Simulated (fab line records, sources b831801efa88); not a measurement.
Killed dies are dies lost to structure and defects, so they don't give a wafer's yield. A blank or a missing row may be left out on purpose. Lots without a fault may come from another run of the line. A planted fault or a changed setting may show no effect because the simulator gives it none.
fab line records | flow gf180mcu
record lots=14 wafers=42 last_day=34
route steps=602 shown MVSD@74 VT_IMPLANT@135 POLY_GATE@174 PSD@255
lots that met no fault: from a run of the same line without faults
start_h: hours from the record's first day to the start of the lot's first wafer shown | wait_h: hours since the lot's step before | " the same as in the row above | L1.1+2: a row that stands for several wafers | - no value, or no start given | * or withheld: withheld | < > ~ a bound
route shown NAME@n: a module of which the file shows steps, and the number in the route of the first | usual: mean/standard deviation of fault-free wafers | same: alike in all rows | chamber/n: place in a boat | sites: the reading at each site | _std_site: their standard deviation | _edge_site: outer sites' mean less inner sites' | radius_mm: how far each site lies from the wafer's centre | mask NAME#n: copy n | behind: the tool/chamber that last shaped the wafer | hold: why the lot was held/for how many hours/how that ended | device: the transistor (n, p or np) that didn't switch | end of line: the same wafers' tests at the end of the route | a step without rows: its recipe alone | killed: dies lost to structure and defects at the first sort, not the wafer's yield | map: a wafer's dies, x killed, . not, _ none there
set.NAME: the setting as run; set.NAME@STEP: as run at that earlier step | model.NAME: the simulator's own value behind a step, which no gauge read
steps of the route over a sample of lots; a table a step, a row a wafer
services: from which hour (start_h, from the record's first day; less than 0 if before it) a tool's chamber was out of use, for how many hours, and why
## steps
# step GF_MVSD_IMPLANT_08
# recipe species=P energy_kev=400 dose_cm2=1.6e+13 tilt_deg=0
# columns lot.wafer tool chamber start_h wait_h
L224.1+2+6 implanter-02 0 86.34 0.0
L225.2+5+6 implanter-02 0 89.88 0.0
L226.3+4+6 implanter-02 0 94.31 0.1
L228.1+2+5 implanter-02 0 106.25 0.0
L229.1+2+5 implanter-01 0 111.35 0.0
L231.1+4+6 implanter-01 0 124.79 0.0
L231.1+4+6 implanter-01 0 125.11 0.3
L233.3+4+6 implanter-01 0 134.40 0.1
L237.1+3+4 implanter-01 0 157.99 0.0
L239.2+4+5 implanter-04 0 169.92 0.0
L239.2+4+5 implanter-04 0 170.23 0.3
L241.1+2+3 implanter-01 0 181.25 0.0
L242.2+5+6 implanter-04 0 185.17 0.0
L245.1+5+6 implanter-02 0 206.24 0.0
L246.2+3+5 implanter-02 0 209.63 0.0
L247.2+3+6 implanter-02 0 215.68 0.0
# step GF_MVSD_TW_MEAS_11
# usual MVSD_TW=1573/10
# columns lot.wafer tool chamber start_h wait_h MVSD_TW
L224.1 film_metro-03 - 86.74 0.1 1558
L224.2 " - " " 1554
L224.6 " - " " 1559
L225.2 film_metro-03 - 90.26 0.1 1558
L225.5 " - " " 1565
L225.6 " - " " 1558
L226.3 film_metro-03 - 94.68 0.1 1558
L226.4 " - " " 1558
L226.6 " - " " 1557
L228.1 film_metro-02 - 106.65 0.1 1580
L228.2 " - " " 1574
L228.5 " - " " 1568
L229.1 film_metro-04 - 111.75 0.1 1587
L229.2 " - " " 1583
L229.5 " - " " 1579
L231.1 film_metro-04 - 125.51 0.1 1932
L231.4 " - " " 1937
L231.6 " - " " 1927
L233.3 film_metro-03 - 134.77 0.1 1569
L233.4 " - " " 1565
L233.6 " - " " 1561
L237.1 film_metro-02 - 158.39 0.1 1580
L237.3 " - " " 1578
L237.4 " - " " 1588
L239.2 film_metro-03 - 170.62 0.1 1904
L239.4 " - " " 1916
L239.5 " - " " 1919
L241.1 film_metro-02 - 181.65 0.1 1572
L241.2 " - " " 1579
L241.3 " - " " 1577
L242.2 film_metro-04 - 185.55 0.1 1585
L242.5 " - " " 1594
L242.6 " - " " 1592
L245.1 film_metro-04 - 206.64 0.1 1566
L245.5 " - " " 1570
L245.6 " - " " 1567
L246.2 film_metro-03 - 210.01 0.1 1580
L246.3 " - " " 1584
L246.5 " - " " 1589
L247.2 film_metro-02 - 216.06 0.1 1577
L247.3 " - " " 1588
L247.6 " - " " 1582
# step GF_VT_IMPLANT_RTA_45
# recipe temp_c=1050 time_s=30 ambient=N2
# usual lamp_power_pct=36.1/0.5 wafer_temp_C_max=1055.6/1.6
# columns lot.wafer tool chamber start_h wait_h lamp_power_pct wafer_temp_C_max
L224.1 rtp_anneal-02 0 162.56 0.0 36.5 1058.1
L224.2 " 0 " " 36.6 1056.5
L224.6 " 0 " " 36.5 1056.5
L225.2 rtp_anneal-01 0 166.24 0.0 35.6 1052.6
L225.5 " 0 " " 35.6 1053.3
L225.6 " 0 " " 35.6 1054.4
L226.3 rtp_anneal-01 0 170.96 0.0 35.6 1054.1
L226.4 " 0 " " 35.5 1055.6
L226.6 " 0 " " 35.6 1053.4
L228.1 rtp_anneal-02 0 184.86 0.0 36.6 1055.3
L228.2 " 0 " " 36.5 1054.6
L228.5 " 0 " " 36.5 1056.7
L229.1 rtp_anneal-01 0 189.61 0.0 35.6 1053.4
L229.2 " 0 " " 35.6 1054.9
L229.5 " 0 " " 35.6 1053.5
L231.1 rtp_anneal-01 0 206.46 0.0 35.6 1053.8
L231.4 " 0 " " 35.5 1054.5
L231.6 " 0 " " 35.6 1053.9
L233.3 rtp_anneal-01 0 216.75 0.0 35.6 1055.1
L233.4 " 0 " " 35.6 1056.4
L233.6 " 0 " " 35.6 1054.9
L237.1 rtp_anneal-02 0 244.75 0.0 36.6 1056.0
L237.3 " 0 " " 36.5 1055.3
L237.4 " 0 " " 36.5 1055.8
L239.2 rtp_anneal-02 0 258.17 0.0 36.6 1056.3
L239.4 " 0 " " 36.5 1058.3
L239.5 " 0 " " 36.5 1055.9
L241.1 rtp_anneal-02 0 270.95 0.0 36.5 1054.8
L241.2 " 0 " " 36.6 1058.6
L241.3 " 0 " " 36.6 1056.3
L242.2 rtp_anneal-02 0 276.11 0.0 36.6 1055.2
L242.5 " 0 " " 36.6 1056.8
L242.6 " 0 " " 36.6 1056.8
L245.1 rtp_anneal-02 0 299.51 0.0 36.6 1055.6
L245.5 " 0 " " 36.6 1057.5
L245.6 " 0 " " 36.6 1055.8
L246.2 rtp_anneal-01 0 303.72 0.0 35.5 1055.4
L246.3 " 0 " " 35.6 1055.1
L246.5 " 0 " " 35.6 1053.5
L247.2 rtp_anneal-02 0 310.92 0.0 36.6 1055.7
L247.3 " 0 " " 36.6 1057.7
L247.6 " 0 " " 36.6 1056.9
# step GF_VT_IMPLANT_RS_MEAS_46
# recipe thk_meas_gauge=four-point-probe
# usual MVSD_RS=455.9/1.1
# columns lot.wafer tool chamber start_h wait_h MVSD_RS[ohm/sq]
L224.1 film_metro-04 - 162.69 0.1 455.5
L224.2 " - " " 456.6
L224.6 " - " " 457.1
L225.2 film_metro-02 - 166.34 0.1 456.6
L225.5 " - " " 457.2
L225.6 " - " " 457.1
L226.3 film_metro-04 - 171.06 0.1 455.4
L226.4 " - " " 455.4
L226.6 " - " " 455.7
L228.1 film_metro-02 - 184.96 0.1 454.8
L228.2 " - " " 456.7
L228.5 " - " " 456.5
L229.1 film_metro-02 - 189.71 0.1 455.1
L229.2 " - " " 457.4
L229.5 " - " " 455.1
L231.1 film_metro-03 - 206.56 0.1 336.6
L231.4 " - " " 336.0
L231.6 " - " " 335.9
L233.3 film_metro-03 - 216.86 0.1 454.9
L233.4 " - " " 455.2
L233.6 " - " " 457.2
L237.1 film_metro-04 - 244.85 0.1 458.1
L237.3 " - " " 457.7
L237.4 " - " " 456.7
L239.2 film_metro-04 - 258.27 0.1 336.1
L239.4 " - " " 335.6
L239.5 " - " " 334.2
L241.1 film_metro-04 - 271.05 0.1 455.0
L241.2 " - " " 455.8
L241.3 " - " " 457.0
L242.2 film_metro-03 - 276.22 0.1 455.8
L242.5 " - " " 455.0
L242.6 " - " " 454.1
L245.1 film_metro-02 - 299.61 0.1 457.1
L245.5 " - " " 457.7
L245.6 " - " " 458.5
L246.2 film_metro-03 - 303.82 0.1 456.1
L246.3 " - " " 456.1
L246.5 " - " " 454.4
L247.2 film_metro-04 - 311.02 0.1 454.9
L247.3 " - " " 455.6
L247.6 " - " " 455.2
# step GF_POLY_GATE_THK_MEAS_17
# recipe reads=SiO2_of_POLY_GATE_OXIDATION_16
# usual POLY_GATE_OXIDATION_THK=4.05/0.092
# columns lot.wafer tool chamber start_h wait_h POLY_GATE_OXIDATION_THK[nm]
L224.1 film_metro-04 - 203.51 0.0 4.10
L224.2 " - " " 4.06
L224.6 " - " " 4.06
L225.2 film_metro-04 - 207.77 0.0 4.16
L225.5 " - " " 4.13
L225.6 " - " " 4.19
L226.3 film_metro-04 - 214.78 0.0 4.03
L226.4 " - " " 4.04
L226.6 " - " " 4.11
L228.1 film_metro-04 - 227.58 0.0 4.06
L228.2 " - " " 3.92
L228.5 " - " " 3.94
L229.1 film_metro-04 - 237.31 0.0 4.01
L229.2 " - " " 4.04
L229.5 " - " " 4.01
L231.1 film_metro-04 - 256.14 0.0 4.21
L231.4 " - " " 4.14
L231.6 " - " " 4.15
L233.3 film_metro-03 - 259.70 0.0 4.21
L233.4 " - " " 4.21
L233.6 " - " " 4.10
L237.1 film_metro-01 - 299.00 0.0 4.03
L237.3 " - " " 4.04
L237.4 " - " " 4.05
L239.2 film_metro-01 - 310.64 0.0 4.09
L239.4 " - " " 4.04
L239.5 " - " " 4.07
L241.1 film_metro-03 - 319.43 0.0 3.99
L241.2 " - " " 3.98
L241.3 " - " " 3.94
L242.2 film_metro-03 - 329.04 0.0 3.96
L242.5 " - " " 3.96
L242.6 " - " " 3.99
L245.1 film_metro-04 - 350.14 0.0 4.19
L245.5 " - " " 4.10
L245.6 " - " " 4.15
L246.2 film_metro-04 - 354.54 0.0 4.03
L246.3 " - " " 3.94
L246.5 " - " " 4.02
L247.2 film_metro-04 - 362.84 0.0 4.12
L247.3 " - " " 4.09
L247.6 " - " " 4.16
# step GF_PSD_CD_MEAS_07
# recipe target_cd_nm=400
# usual cd_nm=399.3/2.3
# columns lot.wafer tool chamber start_h wait_h cd_nm
L224.1 cd_sem-02 - 320.37 0.1 401.0
L224.2 " - " " 401.5
L224.6 " - " " 402.3
L225.2 cd_sem-02 - 324.72 0.1 399.5
L225.5 " - " " 401.0
L225.6 " - " " 400.8
L226.3 cd_sem-01 - 334.25 0.1 398.7
L226.4 " - " " 399.5
L226.6 " - " " 401.6
L228.1 cd_sem-01 - 349.50 0.1 398.4
L228.2 " - " " 399.0
L228.5 " - " " 397.9
L229.1 cd_sem-01 - 360.00 0.1 400.5
L229.2 " - " " 403.0
L229.5 " - " " 403.3
L231.1 cd_sem-01 - 383.65 0.1 398.7
L231.4 " - " " 398.4
L231.6 " - " " 398.4
L233.3 cd_sem-01 - 388.24 0.1 394.1
L233.4 " - " " 392.7
L233.6 " - " " 394.3
L237.1 cd_sem-02 - 437.10 0.1 400.7
L237.3 " - " " 400.8
L237.4 " - " " 400.3
L239.2 cd_sem-02 - 450.27 0.1 401.4
L239.4 " - " " 401.8
L239.5 " - " " 401.7
L241.1 cd_sem-01 - 462.15 0.1 400.6
L241.2 " - " " 401.4
L241.3 " - " " 401.8
L242.2 cd_sem-02 - 472.22 0.1 402.0
L242.5 " - " " 402.4
L242.6 " - " " 398.8
L245.1 cd_sem-01 - 495.35 0.1 396.1
L245.5 " - " " 397.3
L245.6 " - " " 397.2
L246.2 cd_sem-02 - 501.42 0.1 397.6
L246.3 " - " " 398.0
L246.5 " - " " 399.3
L247.2 cd_sem-01 - 508.47 0.1 401.8
L247.3 " - " " 401.7
L247.6 " - " " 400.8
## services
# columns tool chamber start_h hours kind
implanter-02 - 101.02 4.5 pm
rtp_anneal-02 - 126.48 1.9 pm
implanter-02 - 156.40 3.3 repair
implanter-01 - 159.61 5.5 pm
rtp_anneal-01 - 177.14 5.3 pm
implanter-02 - 194.91 2.0 repair
rtp_anneal-02 - 215.88 5.2 pm
implanter-02 - 297.09 5.7 pm
## key
first_sign step=GF_MVSD_IMPLANT_08 reading=visit direction=added
effect step=GF_MVSD_TW_MEAS_11 reading=MVSD_TW direction=up sigmas=35 usual=1573 struck=1923
effect step=GF_VT_IMPLANT_RS_MEAS_46 reading=MVSD_RS direction=down sigmas=99+ usual=455.9 struck=335.7
met_at GF_MVSD_IMPLANT_08
struck_lots L231,L239
tester_left_out L231,L239
not_acting_at GF_VT_IMPLANT_RTA_45,GF_POLY_GATE_THK_MEAS_17,GF_PSD_CD_MEAS_07
fault kind=repeated_step_whole tool=implanter-01,implanter-02,implanter-04 chamber=- onset_h=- steps=GF_MVSD_IMPLANT_08 times=1 scope=struck_lots_only
# tester_left_out: of these lots the tester's yield and bins aren't shown, on N5 and GAA mostly nor the transistor test; their killed dies are dies lost to structure and defects alone, not to doping, threshold or leakage, so they don't give the yield
